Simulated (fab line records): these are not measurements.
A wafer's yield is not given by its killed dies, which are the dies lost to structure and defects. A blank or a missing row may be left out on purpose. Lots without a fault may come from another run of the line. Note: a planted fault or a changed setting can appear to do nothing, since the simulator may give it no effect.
fab line records	flow sky130
[record] lots = 7	wafers = 21	last_day = 50
route steps=708 shown LDD_N@238 PAD_OPEN@708
lots that met no fault: from a run of the same line without faults
start_h: the number of hours between the record's first day and the start of the first shown wafer of the lot	wait_h: how many hours have passed since the lot's step before this one	" same as the row above	L1.1+2: several wafers, shown together as one row	- value missing, or start not given	* or withheld: withheld	< > ~ a bound
route shown NAME@n: a module of which the file shows steps, and the number in the route of the first	usual: mean/standard deviation of fault-free wafers	same: alike in all rows	chamber/n: place in a boat	sites: each site's reading	_std_site: standard deviation across them	_edge_site: the outer-site mean with the inner-site mean subtracted	radius_mm: how far each site lies from the wafer's centre	mask NAME#n: copy n	behind: the last tool/chamber to shape the wafer	hold: cause of the lot's hold/its duration in hours/its outcome	device: names the non-switching transistor (n, p or np)	end of line: the tests these same wafers got at the end of their route	step lacking rows: just its recipe	killed: count of dies lost to structure and defects at first sort (not the wafer's yield)	map: the dies of a wafer, with x for killed, . for not killed, _ for no die there
set.NAME: the run value of the setting; set.NAME@STEP: its run value at that earlier step	model.NAME: the simulator's own value behind a step, which no gauge read
a table for each step, a row for each wafer; lots at some steps of the route
services: a tool's chamber out of use, with start hour (start_h, from the record's first day; less than 0 if before it), hours out, and reason
[[steps]]
[step SKY_LDD_N_HMDS_01]
[recipe] prime_time_s = 60	prime_temp_c = 120
[step SKY_LDD_N_COAT_02]
[recipe] resist = NOVOLAK	spin_rpm = 3000	resist_thk_nm = 300
[step SKY_LDD_N_SOFTBAKE_03]
[recipe] temp_c = 90	time_s = 60	resist = NOVOLAK
[step SKY_LDD_N_EXPOSE_04]
[recipe] mask_id = NTM	target_cd_nm = 840	na = 0.6	source_shape = conventional	sigma_outer = 0.6	dose_mj = 110
[step SKY_LDD_N_PEB_05]
[recipe] temp_c = withheld	time_s = *	resist = NOVOLAK
[step SKY_LDD_N_DEVELOP_06]
[recipe] develop_time_s = 60	dev_temp_c = 23
[step SKY_LDD_N_OVL_MEAS_07]
[usual] LDD_N_OVL = 0.0/1.5
lot.wafer	tool	chamber	start_h	wait_h	LDD_N_OVL[nm]
L140.2	overlay-01	-	418.32	0.1	-2.1
L140.3	"	-	"	"	0.3
L140.4	"	-	"	"	-0.4
L145.1	overlay-01	-	481.70	0.1	-0.5
L145.3	"	-	"	"	0.5
L145.4	"	-	"	"	-0.2
L146.2	overlay-01	-	491.41	0.1	2.2
L146.4	"	-	"	"	2.9
L146.5	"	-	"	"	0.7
L150.1	overlay-01	-	517.36	0.1	2.4
L150.3	"	-	"	"	1.6
L150.6	"	-	"	"	0.3
L153.2	overlay-01	-	576.20	0.1	-1.3
L153.3	"	-	"	"	-2.0
L153.4	"	-	"	"	-2.3
L154.2	overlay-02	-	576.26	0.1	-0.1
L154.4	"	-	"	"	1.9
L154.6	"	-	"	"	-0.6
L160.4	overlay-02	-	616.13	0.1	0.3
L160.5	"	-	"	"	0.5
L160.6	"	-	"	"	0.4
[step SKY_LDD_N_IMPLANT_08]
[recipe] species = As	energy_kev = 20	dose_cm2 = 7.5e+13	tilt_deg = withheld	rotation_deg = 23
[step SKY_LDD_N_IMPLANT_09]
[recipe] species = As	energy_kev = 20	dose_cm2 = 7.5e+13	tilt_deg = withheld	rotation_deg = 113
[step SKY_LDD_N_IMPLANT_10]
[recipe] species = As	energy_kev = 20	dose_cm2 = 7.5e+13	tilt_deg = withheld	rotation_deg = 203
[step SKY_LDD_N_IMPLANT_11]
[recipe] species = As	energy_kev = 20	dose_cm2 = 7.5e+13	tilt_deg = withheld	rotation_deg = 293
[step SKY_LDD_N_IMPLANT_12]
[recipe] species = BF2	energy_kev = 50	dose_cm2 = 5e+12	tilt_deg = 30	rotation_deg = 0
[step SKY_LDD_N_IMPLANT_13]
[recipe] species = BF2	energy_kev = 50	dose_cm2 = 5e+12	tilt_deg = 30	rotation_deg = 90
[usual] rotation_deg = 90.002/0.027
lot.wafer	tool	chamber	start_h	wait_h	rotation_deg
L140.2	implanter-03	0	419.12	0.1	89.938
L140.3	"	0	"	"	90.010
L140.4	"	0	"	"	89.965
L145.1	implanter-04	0	482.48	0.1	297.58
L145.3	"	0	"	"	297.59
L145.4	"	0	"	"	297.56
L146.2	implanter-04	0	492.22	0.1	297.55
L146.4	"	0	"	"	297.58
L146.5	"	0	"	"	297.59
L150.1	implanter-04	0	518.15	0.1	297.61
L150.3	"	0	"	"	297.60
L150.6	"	0	"	"	297.54
L153.2	implanter-03	0	577.01	0.1	90.008
L153.3	"	0	"	"	90.016
L153.4	"	0	"	"	90.030
L154.2	implanter-01	0	577.07	0.1	90.035
L154.4	"	0	"	"	90.031
L154.6	"	0	"	"	90.045
L160.4	implanter-04	0	616.97	0.1	89.985
L160.5	"	0	"	"	89.979
L160.6	"	0	"	"	89.994
[step SKY_LDD_N_IMPLANT_14]
[recipe] species = BF2	energy_kev = 50	dose_cm2 = 5e+12	tilt_deg = 30	rotation_deg = 180
[step SKY_PAD_OPEN_PROBE_99]
[usual] killed_at_M0_to_M3 = 44/7.2	killed_at_M4_up = 3.0/1.8	killed_at_contacts = 24/5.4	killed_at_front_end = 14/4.4	killed_at_other = 0.4/0.64	killed_dies = 86/9.4	killed_open = 47/7.7	killed_short = 39/5.8
[same] gross_dies = 492	killed_at_back_side = 0
lot.wafer	tool	chamber	start_h	wait_h	killed_at_M0_to_M3	killed_at_M4_up	killed_at_contacts	killed_at_front_end	killed_at_other	killed_dies	killed_open	killed_short	model.etest.nfet_01v8_turned.vt_sat_v	model.etest.nfet_01v8_lvt.vt_sat_v	model.etest.nfet_01v8_swapped.vt_sat_v	model.etest.nfet_01v8_turned.vt_v	model.etest.nfet_01v8.vt_sat_v
L140.2	prober-01	-	1087.61	0.1	38	5	26	16	0	85	45	40	0.6406	0.5289	0.6484	0.6961	0.6402
L140.3	prober-01	-	1087.66	0.2	27	5	25	14	0	71	36	35	0.6384	0.5231	0.6391	0.6938	0.6397
L140.4	prober-01	-	1087.71	0.2	42	2	26	7	0	77	38	39	0.6479	0.5362	0.6469	0.6965	0.6514
L145.1	prober-02	-	1130.20	0.1	50	1	27	20	0	98	54	44	0.694	0.5452	0.6216	0.7088	0.6515
L145.3	prober-02	-	1130.30	0.2	47	3	37	16	0	103	55	48	0.6947	0.5442	0.625	0.7109	0.655
L145.4	prober-02	-	1130.35	0.2	41	0	29	18	1	89	43	46	0.7015	0.556	0.628	0.7168	0.6575
L146.2	prober-02	-	1132.13	0.1	55	4	21	9	3	92	52	38	0.6978	0.5418	0.6247	0.7114	0.656
L146.4	prober-02	-	1132.23	0.2	50	4	14	17	0	85	54	31	0.7049	0.554	0.631	0.7164	0.6617
L146.5	prober-02	-	1132.28	0.2	50	4	27	19	0	100	57	43	0.693	0.5427	0.6253	0.7103	0.6532
L150.1	prober-01	-	1150.63	0.1	53	4	34	10	1	102	63	39	0.7185	0.5653	0.6447	0.7239	0.673
L150.3	prober-01	-	1150.73	0.2	37	0	29	15	1	82	38	44	0.705	0.5494	0.6337	0.7145	0.6591
L150.6	prober-01	-	1150.88	0.2	47	3	11	12	0	73	45	28	0.7092	0.5557	0.6383	0.7187	0.6643
L154.2	prober-01	-	1186.77	0.1	38	3	29	12	0	82	45	37	0.6502	0.5391	0.6498	0.6994	0.6505
L154.4	prober-01	-	1186.87	0.2	35	5	11	10	0	61	30	28	0.6455	0.5306	0.6413	0.6965	0.64
L154.6	prober-01	-	1186.97	0.2	40	2	21	15	0	78	27	49	0.6449	0.5303	0.644	0.6957	0.6396
L153.2	prober-02	-	1187.42	0.1	61	7	22	9	0	99	54	45	0.6376	0.5244	0.6327	0.6906	0.6354
L153.3	prober-02	-	1187.47	0.2	47	6	27	9	0	89	49	40	0.6349	0.527	0.6389	0.6901	0.636
L153.4	prober-02	-	1187.52	0.2	45	7	33	14	0	99	55	44	0.6411	0.5318	0.643	0.696	0.6413
L160.4	prober-01	-	1210.94	0.2	54	2	29	8	0	93	54	39	0.6461	0.5365	0.6476	0.6981	0.6435
L160.5	prober-01	-	1210.99	0.2	38	0	26	18	0	82	46	36	0.6566	0.5365	0.6543	0.7075	0.6511
L160.6	prober-01	-	1211.04	0.2	47	3	28	14	1	93	44	49	0.648	0.5342	0.6486	0.6989	0.6477
// killed by level:class
L140.2 CONTACT:geometric_particle:open=8 VIA1:geometric_particle:open=8 LOCAL_INTERCONNECT:geometric_particle:short=7 VIA2:geometric_particle:open=7 POLY_GATE:geometric_particle:open=6 METAL3:geometric_particle:short=6 VIA3:geometric_particle:open=6 METAL4:geometric_particle:short=5
L140.3 LI_CONTACT:geometric_particle:open=7 VIA1:geometric_particle:open=6 FIELD_ISO:geometric_particle:open=5 LI_CONTACT:geometric_particle:short=5 LOCAL_INTERCONNECT:geometric_particle:short=5 CONTACT:geometric_particle:open=5 METAL2:geometric_particle:short=5 METAL1:geometric_particle:open=3
L140.4 VIA1:geometric_particle:open=12 VIA1:geometric_particle:short=5 LI_CONTACT:geometric_particle:open=5 LOCAL_INTERCONNECT:geometric_particle:short=5 CONTACT:geometric_particle:open=5 METAL2:geometric_particle:short=5 LI_CONTACT:geometric_particle:short=4 LOCAL_INTERCONNECT:geometric_particle:open=4
L145.1 CONTACT:geometric_particle:open=13 VIA1:geometric_particle:open=9 FIELD_ISO:geometric_particle:short=8 VIA3:geometric_particle:open=8 FIELD_ISO:geometric_particle:open=7 METAL3:geometric_particle:short=7 VIA1:geometric_particle:short=7 LI_CONTACT:geometric_particle:open=6
L145.3 LI_CONTACT:geometric_particle:open=13 CONTACT:geometric_particle:open=10 VIA1:geometric_particle:open=10 CONTACT:geometric_particle:short=7 VIA3:geometric_particle:open=6 VIA1:geometric_particle:short=5 VIA2:geometric_particle:open=5 METAL2:geometric_particle:short=5
L145.4 CONTACT:geometric_particle:open=14 LOCAL_INTERCONNECT:geometric_particle:short=9 FIELD_ISO:geometric_particle:open=8 METAL1:geometric_particle:short=7 VIA1:geometric_particle:open=7 FIELD_ISO:geometric_particle:short=6 METAL3:geometric_particle:short=6 VIA3:geometric_particle:open=5
L146.2 VIA1:geometric_particle:open=15 VIA1:geometric_particle:short=11 CONTACT:geometric_particle:open=9 VIA3:geometric_particle:open=8 VIA2:geometric_particle:open=7 LI_CONTACT:geometric_particle:open=5 METAL2:geometric_particle:short=5 VIA2:geometric_particle:short=4
L146.4 VIA3:geometric_particle:open=9 VIA1:geometric_particle:open=9 VIA2:geometric_particle:open=8 CONTACT:geometric_particle:open=7 FIELD_ISO:geometric_particle:open=6 METAL2:geometric_particle:short=5 VIA3:geometric_particle:short=5 POLY_GATE:geometric_particle:open=4
L146.5 VIA1:geometric_particle:open=12 CONTACT:geometric_particle:open=9 METAL1:geometric_particle:short=8 VIA2:geometric_particle:open=7 LI_CONTACT:geometric_particle:open=6 METAL2:geometric_particle:short=6 FIELD_ISO:geometric_particle:short=5 FIELD_ISO:geometric_particle:open=5
L150.1 CONTACT:geometric_particle:open=16 VIA1:geometric_particle:open=15 LI_CONTACT:geometric_particle:open=11 VIA3:geometric_particle:open=8 METAL1:geometric_particle:short=5 METAL2:geometric_particle:short=5 VIA3:geometric_particle:short=5 VIA2:geometric_particle:open=4
L150.3 LI_CONTACT:geometric_particle:open=8 LOCAL_INTERCONNECT:geometric_particle:short=7 VIA1:geometric_particle:open=7 METAL2:geometric_particle:short=7 POLY_GATE:geometric_particle:short=5 LI_CONTACT:geometric_particle:short=5 CONTACT:geometric_particle:open=5 METAL1:geometric_particle:short=5
L150.6 VIA1:geometric_particle:open=10 VIA2:geometric_particle:open=7 VIA3:geometric_particle:short=6 VIA1:geometric_particle:short=5 CONTACT:geometric_particle:open=5 METAL1:geometric_particle:short=4 POLY_GATE:geometric_particle:open=4 LI_CONTACT:geometric_particle:open=4
L154.2 CONTACT:geometric_particle:open=12 LI_CONTACT:geometric_particle:open=8 VIA1:geometric_particle:open=8 CONTACT:geometric_particle:short=7 METAL1:geometric_particle:short=7 VIA2:geometric_particle:open=5 FIELD_ISO:geometric_particle:short=4 VIA3:geometric_particle:short=4
L154.4 VIA1:geometric_particle:open=8 METAL2:geometric_particle:short=5 VIA1:geometric_particle:short=4 VIA2:geometric_particle:open=4 FIELD_ISO:geometric_particle:short=3 POLY_GATE:geometric_particle:open=3 LI_CONTACT:geometric_particle:open=3 LOCAL_INTERCONNECT:geometric_particle:short=3
L154.6 METAL2:geometric_particle:short=7 LOCAL_INTERCONNECT:geometric_particle:short=6 VIA3:geometric_particle:open=6 VIA1:geometric_particle:open=5 CONTACT:geometric_particle:open=5 CONTACT:geometric_particle:short=5 METAL1:geometric_particle:short=5 VIA1:geometric_particle:short=5
L153.2 VIA1:geometric_particle:open=12 LI_CONTACT:geometric_particle:open=10 CONTACT:geometric_particle:open=9 METAL1:geometric_particle:short=8 METAL4:geometric_particle:short=7 VIA2:geometric_particle:open=7 VIA2:geometric_particle:short=7 METAL2:geometric_particle:short=6
L153.3 VIA1:geometric_particle:open=13 LI_CONTACT:geometric_particle:open=10 CONTACT:geometric_particle:open=10 VIA1:geometric_particle:short=8 VIA2:geometric_particle:open=5 METAL1:geometric_particle:short=4 LI_CONTACT:geometric_particle:short=4 VIA3:geometric_particle:open=4
L153.4 CONTACT:geometric_particle:open=12 LI_CONTACT:geometric_particle:open=10 VIA1:geometric_particle:open=10 VIA2:geometric_particle:open=7 VIA2:geometric_particle:short=6 FIELD_ISO:geometric_particle:short=5 CONTACT:geometric_particle:short=5 METAL2:geometric_particle:short=5
L160.4 VIA1:geometric_particle:open=11 CONTACT:geometric_particle:open=10 VIA2:geometric_particle:open=9 LI_CONTACT:geometric_particle:open=7 CONTACT:geometric_particle:short=7 METAL2:geometric_particle:short=6 VIA1:geometric_particle:short=6 FIELD_ISO:geometric_particle:short=5
L160.5 CONTACT:geometric_particle:open=10 VIA1:geometric_particle:open=9 CONTACT:geometric_particle:short=7 METAL1:geometric_particle:short=7 VIA3:geometric_particle:open=7 FIELD_ISO:geometric_particle:open=5 LOCAL_INTERCONNECT:geometric_particle:short=5 VIA2:geometric_particle:open=5
L160.6 CONTACT:geometric_particle:open=12 VIA1:geometric_particle:open=8 METAL3:geometric_particle:short=7 METAL1:geometric_particle:short=6 LI_CONTACT:geometric_particle:open=5 METAL2:geometric_particle:short=5 VIA3:geometric_particle:open=5 VIA2:geometric_particle:open=5
[[services]]
tool	chamber	start_h	hours	kind
implanter-04	-	396.79	2.3	repair
implanter-01	-	401.57	2.5	repair
implanter-03	-	407.28	0.8	repair
implanter-01	-	426.11	3.5	repair
implanter-03	-	433.33	6.9	repair
implanter-03	-	469.23	0.6	repair
implanter-04	-	495.56	18.3	pm
implanter-03	-	525.74	0.8	repair
implanter-04	-	558.59	3.3	pm
implanter-03	-	587.21	2.6	repair
[[key]]
[first_sign] step = SKY_LDD_N_IMPLANT_13	reading = rotation_deg	direction = up	sigmas = 99+	usual = 90.002	struck = 297.58
effect none on later readings
[model_effect] step = SKY_PAD_OPEN_PROBE_99	value = etest.nfet_01v8_turned.vt_sat_v	without = 0.6472	struck = 0.7021
met_at SKY_LDD_N_IMPLANT_13
struck_wafers L145.1,L145.3,L145.4,L146.2,L146.4,L146.5,L150.1,L150.3,L150.6
tester_left_out L145,L146,L150
[fault] kind = process_parameter_drift	tool = implanter-04	chamber = -	onset_h = 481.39	steps = SKY_LDD_N_IMPLANT_13	channel = rotation_deg	offset = 207.58	shape = step	end_h = 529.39	acts_in = these_recipes_only	stated = 90
// tester_left_out: of these lots the tester's yield and bins aren't shown, on N5 and GAA mostly nor the transistor test; their killed dies are dies lost to structure and defects alone, not to doping, threshold or leakage, so they don't give the yield
